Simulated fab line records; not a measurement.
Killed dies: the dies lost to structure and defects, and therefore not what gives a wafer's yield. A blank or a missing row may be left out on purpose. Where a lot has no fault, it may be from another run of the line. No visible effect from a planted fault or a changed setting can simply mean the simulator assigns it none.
Chamber matching    flow sky130    SKY_VIA3_CMP_02 on cmp-01: 4 sister chambers
The step polishes SiO2. 14 wafers are shown with their chamber, then 7 later ones without.

EACH WAFER AND ITS CHAMBER
wafer   chamber  motor current A (A)
L423.2  3        12.6
L423.3  1        12.8
L423.5  2        12.3
L424.2  2        11.8
L424.4  3        12.3
L424.5  0        13.2
L430.2  0        12.4
L430.3  2        11.8
L430.4  3        12.6
L435.2  1        12.5
L435.3  2        12.1
L435.6  1        12.1
L436.1  2        11.8
L436.4  0        12.4

SIGNATURES (averages over the wafers above)
reading          chamber 0  chamber 1  chamber 2  chamber 3  scatter within a chamber
motor current A  12.667     12.467     11.960     12.500     0.307
Rule: for a wafer and a chamber, the distance is found by dividing, reading by reading, the gap between the wafer's reading and the chamber's mean by the reading's scatter, squaring, summing and taking the root. The wafer belongs to the nearest chamber; if the next one is less than 2 further off, it can't be placed. The scatter: take each reading less its chamber's mean, square it, sum over the shown wafers, divide by the number of wafers less the number of chambers, and take the root.

WAFERS MISSING THEIR CHAMBER
wafer   motor current A (A)
L436.5  12.3
L438.2  12.3
L438.3  11.6
L438.5  11.7
L444.2  12.0
L444.5  12.9
L444.6  12.1

THE CHAMBER EACH PASSED THROUGH
wafer   from the rows above                in truth
L436.5  can't be placed: 1 or 3 or 2 or 0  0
L438.2  can't be placed: 1 or 3 or 2 or 0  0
L438.3  can't be placed: 2 or 1 or 3       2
L438.5  can't be placed: 2 or 1 or 3       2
L444.2  can't be placed: 2 or 1 or 3       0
L444.5  can't be placed: 0 or 3 or 1       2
L444.6  can't be placed: 2 or 1 or 3 or 0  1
Correctly placed: 0 of 7. Not placeable from these rows: 7 (in 5, the candidates include the true chamber). 0 placed wrongly.
